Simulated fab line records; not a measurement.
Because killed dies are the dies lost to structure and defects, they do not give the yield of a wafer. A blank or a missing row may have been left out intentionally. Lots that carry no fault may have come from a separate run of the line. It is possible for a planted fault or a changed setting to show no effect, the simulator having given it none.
A struck lot beside a sound one || flow sky130 || 14 steps out of a route of 708
Sound: wafers L439.2, L439.4, L439.5. Struck: wafers L452.1, L452.2, L452.3. The cause is named last.
Per side, at each step with rows, come the tool, then ch with its chambers, and then its first start. Under that, the readings that differ: sound wafers || struck wafers || difference of the means || sigmas: that difference in standard deviations of wafers without a fault.
alike: readings whose means differ by less than 2 such deviations, and words and numbers that are the same on both sides. not compared: withheld readings, readings that some wafer has no value for, bounds like >300 that may hide the same value, and numbers for which the record gives no deviation and whose values overlap.
Wherever a step has rows on one side only, a row that says differs or no value, or a row with sigmas, the two part there. Numbers that have no deviation but don't overlap get no sigmas and don't part them. A reading missing from all wafers of one side parts the sides only when that side holds two or more wafers.

first, 3 steps without rows for these wafers: SKY_VT_ADJUST_HVTP_EXPOSE_04 (exposes mask HVTPM, target cd 380 nm); SKY_VT_ADJUST_HVTP_PEB_05; SKY_VT_ADJUST_HVTP_DEVELOP_06 (develop time 60 s).
SKY_VT_ADJUST_HVTP_CD_MEAS_07 targets a cd of 380 nm.
  sound: cdSem-01 at day 6 05:58; struck: cdSem-01 at day 9 13:03
  alike: cdNm
SKY_VT_ADJUST_HVTP_OVL_MEAS_08:
  sound: overlay-01 at day 6 06:05; struck: overlay-02 at day 9 13:10
  alike: VT_ADJUST_HVTP_OVL
then, 1 step without rows for these wafers: SKY_VT_ADJUST_HVTP_IMPLANT_09.
SKY_VT_ADJUST_HVTP_STRIP_10: strips in O2/N2.
  sound on plasmaAsher-02 ch 0, day 6 06:16; struck on plasmaAsher-01 ch 0,1, day 9 13:29
  alike: drypumpMotorCurrentA, oesProductAu, stripTimeToEndpointS
  not compared: rfHoursCounterH
SKY_VT_ADJUST_HVTP_TW_MEAS_11:
  sound: filmMetro-02 at day 6 06:22; struck: filmMetro-02 at day 9 13:35
{"reading": "VT_ADJUST_HVTP_TW", "sound": "1349 1349 1350", "struck": "1367 1374 1363", "difference": "+19", "sigmas": "+2"}
then, 4 steps without rows for these wafers: SKY_VT_ADJUST_LVTN_DEHYDRATE_00 (time 60 s); SKY_VT_ADJUST_LVTN_HMDS_01 (prime time 60 s); SKY_VT_ADJUST_LVTN_COAT_02 (resist thk 3000 nm); SKY_VT_ADJUST_LVTN_SOFTBAKE_03.
SKY_VT_ADJUST_LVTN_EXPOSE_04: exposes mask NWM COMPLEMENT LESS NATIVE, target cd 840 nm.
  struck on ilineStepper-01, day 10 01:12; sound on ilineStepper-01 ch 0, day 6 15:40
  no value came back on the struck wafers for exposureDoseMJCm2, focusOffsetNm (nm), sigmaOuter; on the sound wafers exposureDoseMJCm2 reads 193.94 194.02 194.05
  alike: mask
then, 1 step without rows for these wafers: SKY_VT_ADJUST_LVTN_PEB_05.

== WHERE THEY PART ==
First at SKY_VT_ADJUST_HVTP_TW_MEAS_11; last, within this record, at SKY_VT_ADJUST_LVTN_EXPOSE_04.

WHY: what had been put in by the simulator
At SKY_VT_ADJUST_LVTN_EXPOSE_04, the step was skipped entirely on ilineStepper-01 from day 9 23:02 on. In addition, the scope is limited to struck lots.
